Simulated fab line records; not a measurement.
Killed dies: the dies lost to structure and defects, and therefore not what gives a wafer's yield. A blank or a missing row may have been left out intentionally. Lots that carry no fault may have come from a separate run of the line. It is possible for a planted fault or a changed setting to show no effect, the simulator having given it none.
fab line records	flow sky130
record lots=12	wafers=33	last-day=50
route steps=708 shown GATE_OXIDE@200 LDD_LDN@301 CONTACT@408 VIA1@474 PAD_OPEN@708
lots that met no fault: from a run of the same line without faults
start-h: hours from the record's opening day to when the first of the lot's shown wafers began	wait-h: how many hours have passed since the lot's step before this one	" same as the row above	L1.1+2: one row covering several wafers at once	- either no value or no given start	* or withheld: withheld	< > ~ a bound
route shown NAME@n: NAME is a module with steps in the file, n the number in the route of the first one	usual: average and standard deviation across the fault-free wafers	same: alike in all rows	chamber/n: place in a boat	sites: readings site by site	_std_site: standard deviation of those values	_edge_site: inner sites' mean taken away from outer sites' mean	radius-mm: how far each site lies from the wafer's centre	mask NAME#n: copy n	behind: tool/chamber where the wafer was last shaped	hold: what put the lot on hold/how long, in hours/how the hold closed	device: whichever transistor did not switch (one of n, p or np)	end of line: the same wafers' tests at the end of the route	for a step that has no rows: nothing shown but its recipe	killed: dies that structure and defects cost at the first sort, which is not the same as the wafer's yield	map: shows each die of a wafer: x if killed, . if not, _ if none is there
set.NAME: the setting as run; set.NAME@STEP: as run at that earlier step	model.NAME: the simulator's own value behind a step, which no gauge read
one table for each step of the route and one row for each wafer, over a sample of lots
services: from which hour (start-h, from the record's first day; less than 0 if before it) a tool's chamber was out of use, for how many hours, and why
## steps
# step SKY_GATE_OXIDE_STRIP_13
# recipe chemistry=O2/N2	power-w=1400	pressure-mtorr=1500	platen-temp-c=withheld	o2-flow-sccm=3000	n2-flow-sccm=300	overash-fraction=0.5
# usual drypump-motor-current-A=5.8/0.42	oes-product-au=0.716/0.0043	strip-time-to-endpoint-s=14.18/0.04
lot.wafer	tool	chamber	start-h	wait-h	drypump-motor-current-A	oes-product-au	rf-hours-counter-h	strip-time-to-endpoint-s
L703.1	plasma-asher-02	0	304.29	0.0	5.9	0.708	48	14.18
L703.5	"	0	"	"	5.9	0.715	-	14.17
L703.6	"	1	"	"	6.2	0.715	-	14.17
L706.2	plasma-asher-04	1	331.50	0.0	5.5	0.712	63	14.16
L706.5	"	0	"	"	5.3	0.720	-	14.19
L706.6	"	1	"	"	5.5	0.717	-	14.16
L707.1	plasma-asher-02	0	340.03	0.0	5.9	0.718	52	14.24
L707.2	"	1	"	"	6.2	0.716	52	14.26
L707.6	"	0	"	"	5.9	0.723	-	14.30
L709.3	plasma-asher-04	1	354.09	0.0	5.5	0.720	-	14.24
L709.4	"	0	"	"	5.3	0.721	-	14.24
L709.5	"	0	"	"	5.3	0.715	-	14.23
L714.2	plasma-asher-02	0	397.68	0.0	6.0	0.717	58	14.15
L714.5	"	1	"	"	6.2	0.716	-	14.20
L717.2	plasma-asher-04	0	422.16	0.0	5.3	0.722	72	14.13
L717.5	"	0	"	"	5.3	0.714	-	14.15
L716.1	plasma-asher-02	1	422.98	0.0	6.2	0.714	61	14.30
L716.3	"	0	"	"	5.9	0.715	-	14.22
L720.4	plasma-asher-04	1	450.43	0.0	5.5	0.716	-	14.21
L720.5	"	1	"	"	5.5	0.711	-	14.13
L720.6	"	0	"	"	5.3	0.707	-	14.20
L721.2	plasma-asher-02	1	469.03	0.0	6.2	0.712	65	14.17
L721.4	"	0	"	"	5.9	0.716	-	14.12
L721.5	"	0	"	"	5.9	0.713	-	14.14
L722.2	plasma-asher-03	1	473.23	0.0	6.6	0.720	4	14.13
L722.3	"	1	"	"	6.7	0.704	-	14.15
L722.6	"	1	"	"	6.6	0.720	-	14.16
L725.2	plasma-asher-04	0	504.13	0.0	5.3	0.713	81	14.18
L725.3	"	1	"	"	5.5	0.711	-	14.20
L725.5	"	1	"	"	5.5	0.716	-	14.17
L726.2	plasma-asher-04	1	509.08	0.0	5.5	0.719	81	14.14
L726.4	"	0	"	"	5.3	0.714	-	14.18
L726.5	"	0	"	"	5.3	0.716	-	14.19
# step SKY_LDD_LDN_STRIP_12
# recipe chemistry=O2/N2	power-w=1400	pressure-mtorr=1500	platen-temp-c=withheld	o2-flow-sccm=3000	n2-flow-sccm=300	overash-fraction=0.5
# usual drypump-motor-current-A=5.8/0.6	oes-product-au=0.716/0.0045	strip-time-to-endpoint-s=14.20/0.038
lot.wafer	tool	chamber	start-h	wait-h	drypump-motor-current-A	oes-product-au	rf-hours-counter-h	strip-time-to-endpoint-s
L703.1	plasma-asher-04	0	520.22	0.2	5.3	0.713	82	14.17
L703.5	"	1	"	"	5.5	0.720	-	14.20
L703.6	"	0	"	"	5.3	0.725	-	14.17
L706.2	plasma-asher-01	0	553.68	0.1	6.6	0.715	44	14.22
L706.5	"	0	"	"	6.6	0.722	-	14.23
L706.6	"	1	"	"	4.9	0.716	-	14.24
L707.1	plasma-asher-03	0	560.63	0.1	6.1	0.719	13	14.19
L707.2	"	1	"	"	6.6	0.718	13	14.18
L707.6	"	1	"	"	6.6	0.710	-	14.15
L709.3	plasma-asher-04	0	579.02	0.1	5.2	0.712	-	14.23
L709.4	"	1	"	"	5.5	0.710	-	14.22
L709.5	"	1	"	"	5.5	0.719	-	14.25
L714.2	plasma-asher-03	1	619.68	0.1	6.6	0.715	20	14.17
L714.5	"	0	"	"	6.0	0.717	-	14.15
L717.2	plasma-asher-04	0	648.73	0.1	5.3	0.711	96	14.20
L717.5	"	1	"	"	5.5	0.715	-	14.18
L716.1	plasma-asher-01	0	649.98	0.1	6.5	0.726	50	14.20
L716.3	"	0	"	"	6.5	0.718	-	14.24
L720.4	plasma-asher-04	0	669.67	0.1	5.3	0.725	-	14.16
L720.5	"	0	"	"	5.3	0.716	-	14.15
L720.6	"	1	"	"	5.5	0.720	-	14.15
L721.2	plasma-asher-03	1	685.93	0.1	6.6	0.719	27	14.28
L721.4	"	0	"	"	6.0	0.719	-	14.25
L721.5	"	1	"	"	6.6	0.719	-	14.24
L722.2	plasma-asher-04	0	688.93	0.1	5.3	0.715	100	14.15
L722.3	"	1	"	"	5.5	0.715	-	14.19
L722.6	"	0	"	"	5.3	0.717	-	14.17
L725.2	plasma-asher-01	0	715.13	0.1	6.5	0.716	57	14.26
L725.3	"	1	"	"	4.9	0.724	-	14.24
L725.5	"	0	"	"	6.6	0.713	-	14.22
L726.2	plasma-asher-03	0	719.08	0.1	6.0	0.718	30	14.22
L726.4	"	1	"	"	6.7	0.725	-	14.22
L726.5	"	1	"	"	6.6	0.725	-	14.17
# step SKY_CONTACT_HDPCVD_02
# recipe material=SiO2	target-thk-nm=565	sigma-open-frac=0.3	time-s=94.2	temp-c=600	sih4-flow-sccm=60	pressure-mtorr=6
# usual run-length-s=122.1/0.5
lot.wafer	tool	chamber	start-h	wait-h	run-length-s
L703.1	hdpcvd-02	2	699.30	0.1	122.6
L703.5	"	0	"	"	122.0
L703.6	"	1	"	"	121.1
L706.2	hdpcvd-02	2	732.17	0.0	123.1
L706.5	"	0	"	"	122.3
L706.6	"	1	"	"	121.2
L707.1	hdpcvd-02	0	736.57	0.1	122.2
L707.2	"	2	"	"	122.9
L707.6	"	1	"	"	121.3
L709.3	hdpcvd-02	0	753.13	0.0	122.0
L709.4	"	1	"	"	121.6
L709.5	"	2	"	"	123.2
L714.2	hdpcvd-02	0	791.83	0.0	122.0
L714.5	"	2	"	"	118.2
L717.2	hdpcvd-02	2	818.86	0.0	122.5
L717.5	"	0	"	"	117.6
L716.1	hdpcvd-02	0	820.97	0.1	118.1
L716.3	"	1	"	"	121.9
L720.4	hdpcvd-01	0	837.83	0.1	122.3
L720.5	"	2	"	"	121.9
L720.6	"	1	"	"	121.6
L721.2	hdpcvd-01	2	853.34	0.0	122.0
L721.4	"	1	"	"	121.8
L721.5	"	0	"	"	122.1
L722.2	hdpcvd-01	2	855.54	0.0	122.2
L722.3	"	0	"	"	121.8
L722.6	"	1	"	"	122.4
L725.2	hdpcvd-02	1	878.82	0.0	122.0
L725.3	"	0	"	"	122.3
L725.5	"	0	"	"	122.1
L726.2	hdpcvd-02	0	883.20	0.0	122.4
L726.4	"	0	"	"	122.4
L726.5	"	2	"	"	122.9
# step SKY_CONTACT_THK_MEAS_03
# recipe reads=SiO2_of_CONTACT_HDPCVD_02
# usual CONTACT_HDPCVD_THK=562/4.9
lot.wafer	tool	chamber	start-h	wait-h	CONTACT_HDPCVD_THK[nm]
L703.1	film-metro-02	-	699.36	0.0	564
L703.5	"	-	"	"	559
L703.6	"	-	"	"	563
L706.2	film-metro-03	-	732.24	0.0	568
L706.5	"	-	"	"	567
L706.6	"	-	"	"	562
L707.1	film-metro-02	-	736.63	0.0	567
L707.2	"	-	"	"	564
L707.6	"	-	"	"	564
L709.3	film-metro-01	-	753.22	0.1	558
L709.4	"	-	"	"	559
L709.5	"	-	"	"	558
L714.2	film-metro-01	-	791.91	0.0	560
L714.5	"	-	"	"	538
L717.2	film-metro-03	-	818.94	0.0	558
L717.5	"	-	"	"	544
L716.1	film-metro-01	-	821.04	0.0	539
L716.3	"	-	"	"	556
L720.4	film-metro-01	-	837.90	0.0	567
L720.5	"	-	"	"	568
L720.6	"	-	"	"	567
L721.2	film-metro-03	-	853.42	0.0	555
L721.4	"	-	"	"	563
L721.5	"	-	"	"	557
L722.2	film-metro-01	-	855.62	0.0	555
L722.3	"	-	"	"	556
L722.6	"	-	"	"	549
L725.2	film-metro-03	-	878.90	0.0	563
L725.3	"	-	"	"	558
L725.5	"	-	"	"	561
L726.2	film-metro-02	-	883.28	0.0	562
L726.4	"	-	"	"	563
L726.5	"	-	"	"	557
# step SKY_VIA1_STRIP_16
# recipe chemistry=O2/N2	power-w=1400	pressure-mtorr=1500	platen-temp-c=withheld	o2-flow-sccm=3000	n2-flow-sccm=300	overash-fraction=0.5
# usual drypump-motor-current-A=5.9/0.41	oes-product-au=0.416/0.0044	strip-time-to-endpoint-s=4.469/0.023
lot.wafer	tool	chamber	start-h	wait-h	drypump-motor-current-A	oes-product-au	rf-hours-counter-h	strip-time-to-endpoint-s
L703.1	plasma-asher-04	1	784.94	0.0	5.5	0.412	4	4.454
L703.5	"	1	"	"	5.5	0.412	-	4.468
L703.6	"	0	"	"	5.3	0.409	-	4.464
L706.2	plasma-asher-04	1	814.14	0.0	5.4	0.408	7	4.470
L706.5	"	1	"	"	5.5	0.414	-	4.441
L706.6	"	0	"	"	5.3	0.413	-	4.458
L707.1	plasma-asher-02	1	819.84	0.0	6.2	0.418	101	4.448
L707.2	"	0	"	"	5.9	0.417	101	4.417
L707.6	"	1	"	"	6.2	0.418	-	4.444
L709.3	plasma-asher-02	0	836.74	0.1	5.9	0.421	-	4.482
L709.4	"	1	"	"	6.2	0.417	-	4.488
L709.5	"	1	"	"	6.2	0.422	-	4.495
L714.2	plasma-asher-04	0	874.29	0.0	5.3	0.415	13	4.482
L714.5	"	0	"	"	5.3	0.415	-	4.469
L717.2	plasma-asher-02	0	900.39	0.0	5.9	0.417	109	4.482
L717.5	"	1	"	"	6.2	0.416	-	4.484
L716.1	plasma-asher-03	0	902.41	0.0	6.0	0.416	48	4.484
L716.3	"	1	"	"	6.6	0.420	-	4.506
L720.4	plasma-asher-02	0	918.73	0.1	5.9	0.420	-	4.474
L720.5	"	0	"	"	5.9	0.422	-	4.474
L720.6	"	1	"	"	6.2	0.414	-	4.497
L721.2	plasma-asher-04	1	932.44	0.0	5.5	0.420	18	4.488
L721.4	"	0	"	"	5.3	0.424	-	4.475
L721.5	"	0	"	"	5.3	0.422	-	4.478
L722.2	plasma-asher-04	1	934.24	0.0	5.4	0.411	19	4.483
L722.3	"	1	"	"	5.4	0.414	-	4.457
L722.6	"	1	"	"	5.5	0.416	-	4.472
L725.2	plasma-asher-02	1	958.04	0.0	6.2	0.417	114	4.456
L725.3	"	1	"	"	6.2	0.414	-	4.502
L725.5	"	1	"	"	6.2	0.420	-	4.471
L726.2	plasma-asher-03	1	961.49	0.0	6.7	0.427	54	4.529
L726.4	"	0	"	"	6.0	0.413	-	4.506
L726.5	"	0	"	"	6.0	0.417	-	4.477
# step SKY_PAD_OPEN_PROBE_99
# usual killed_at_M0_to_M3=45/7.3	killed_at_M4_up=3.1/1.7	killed-at-contacts=25/5.1	killed-at-front-end=15/4.5	killed-at-other=0.3/0.56	killed-dies=88/9.4	killed-on-rim=17/4.3	killed-open=47/6.6	killed-short=40/6.9
# same gross-dies=492	killed-at-back-side=0
lot.wafer	tool	chamber	start-h	wait-h	killed_at_M0_to_M3	killed_at_M4_up	killed-at-contacts	killed-at-front-end	killed-at-other	killed-dies	killed-on-rim	killed-open	killed-short
L714.2	prober-02	-	1138.67	0.1	41	3	34	11	0	89	15	50	39
L714.5	prober-02	-	1138.82	0.2	35	6	35	9	0	85	21	45	40
L717.2	prober-02	-	1157.62	0.1	58	5	25	10	0	98	19	51	47
L717.5	prober-02	-	1157.77	0.2	44	5	23	9	0	81	25	50	31
L716.1	prober-01	-	1157.85	0.1	50	2	21	17	0	90	19	55	35
L716.3	prober-01	-	1157.95	0.2	31	5	19	20	0	75	19	49	26
# killed by level:class
L714.2 VIA1:geometric-particle:open=12 CONTACT:geometric-particle:open=12 CONTACT:geometric-particle:short=8 LI_CONTACT:geometric-particle:open=7 VIA2:geometric-particle:open=7 METAL2:geometric-particle:short=6 LOCAL_INTERCONNECT:geometric-particle:short=5 VIA1:geometric-particle:short=4
L714.5 CONTACT:geometric-particle:open=14 VIA1:geometric-particle:open=9 LI_CONTACT:geometric-particle:open=8 CONTACT:geometric-particle:short=6 VIA2:geometric-particle:short=5 LOCAL_INTERCONNECT:geometric-particle:short=5 VIA1:geometric-particle:short=5 METAL1:geometric-particle:short=4
L717.2 VIA2:geometric-particle:open=12 VIA1:geometric-particle:open=11 LOCAL_INTERCONNECT:geometric-particle:short=8 METAL1:geometric-particle:short=6 METAL2:geometric-particle:short=6 LI_CONTACT:geometric-particle:open=5 CONTACT:geometric-particle:open=5 VIA3:geometric-particle:short=5
L717.5 CONTACT:geometric-particle:open=10 LI_CONTACT:geometric-particle:open=8 VIA1:geometric-particle:open=8 VIA2:geometric-particle:open=8 METAL1:geometric-particle:short=5 VIA1:geometric-particle:short=5 POLY_GATE:geometric-particle:open=4 METAL2:geometric-particle:short=4
L716.1 VIA1:geometric-particle:open=13 VIA1:geometric-particle:short=12 CONTACT:geometric-particle:open=7 VIA2:geometric-particle:open=7 VIA3:geometric-particle:open=7 POLY_GATE:geometric-particle:open=5 LI_CONTACT:geometric-particle:open=5 METAL1:geometric-particle:short=5
L716.3 VIA1:geometric-particle:open=12 LI_CONTACT:geometric-particle:open=9 FIELD_ISO:geometric-particle:short=5 VIA2:geometric-particle:open=5 CONTACT:geometric-particle:open=5 POLY_GATE:geometric-particle:open=4 POLY_GATE:geometric-particle:short=4 VIA3:geometric-particle:open=4
## services
tool	chamber	start-h	hours	kind
plasma-asher-03	-	313.73	1.2	repair
plasma-asher-04	-	362.96	6.6	repair
hdpcvd-02	-	366.25	15.0	pm
plasma-asher-03	-	370.19	6.8	repair
hdpcvd-02	-	377.55	1.7	repair
plasma-asher-02	-	380.16	2.7	repair
hdpcvd-02	1	394.15	14.8	repair
plasma-asher-03	-	395.60	14.6	pm
plasma-asher-03	-	421.25	9.0	pm
plasma-asher-02	-	577.86	1.5	repair
hdpcvd-02	-	611.22	1.1	repair
plasma-asher-04	-	617.20	2.8	pm
plasma-asher-03	-	637.83	1.7	repair
plasma-asher-04	-	683.06	0.6	repair
hdpcvd-02	1	706.70	4.2	repair
hdpcvd-02	-	709.02	1.8	repair
plasma-asher-03	-	710.13	1.7	repair
plasma-asher-04	-	725.56	2.1	repair
plasma-asher-04	-	733.75	9.0	pm
hdpcvd-02	0	771.46	17.5	repair
plasma-asher-02	-	823.26	0.6	repair
plasma-asher-02	-	872.13	4.0	repair
plasma-asher-04	-	876.47	6.3	repair
hdpcvd-02	-	950.25	15.0	pm
## key
first-sign step=SKY_CONTACT_HDPCVD_02	reading=run-length-s	direction=down	sigmas=8.2	usual=*	struck=*
effect step=SKY_CONTACT_THK_MEAS_03	reading=CONTACT_HDPCVD_THK	direction=down	sigmas=4.4	usual=562	struck=540
met-at SKY_CONTACT_HDPCVD_02
struck-lots L714,L716,L717
struck-wafers L714.5,L716.1,L717.5
tester-left-out L714,L716,L717
not-acting-at SKY_GATE_OXIDE_STRIP_13,SKY_LDD_LDN_STRIP_12,SKY_VIA1_STRIP_16
onset-between 753.13 791.83
fault kind=process-parameter-drift	tool=hdpcvd-02	chamber=-	onset-h=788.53	steps=SKY_CONTACT_HDPCVD_02	channel=time-s	offset=*	shape=step	end-h=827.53	scope=struck-wafers-only	acts-in=*	stated=*
# tester-left-out: of these lots the tester's yield and bins aren't shown, on N5 and GAA mostly nor the transistor test; their killed dies are dies lost to structure and defects alone, not to doping, threshold or leakage, so they don't give the yield
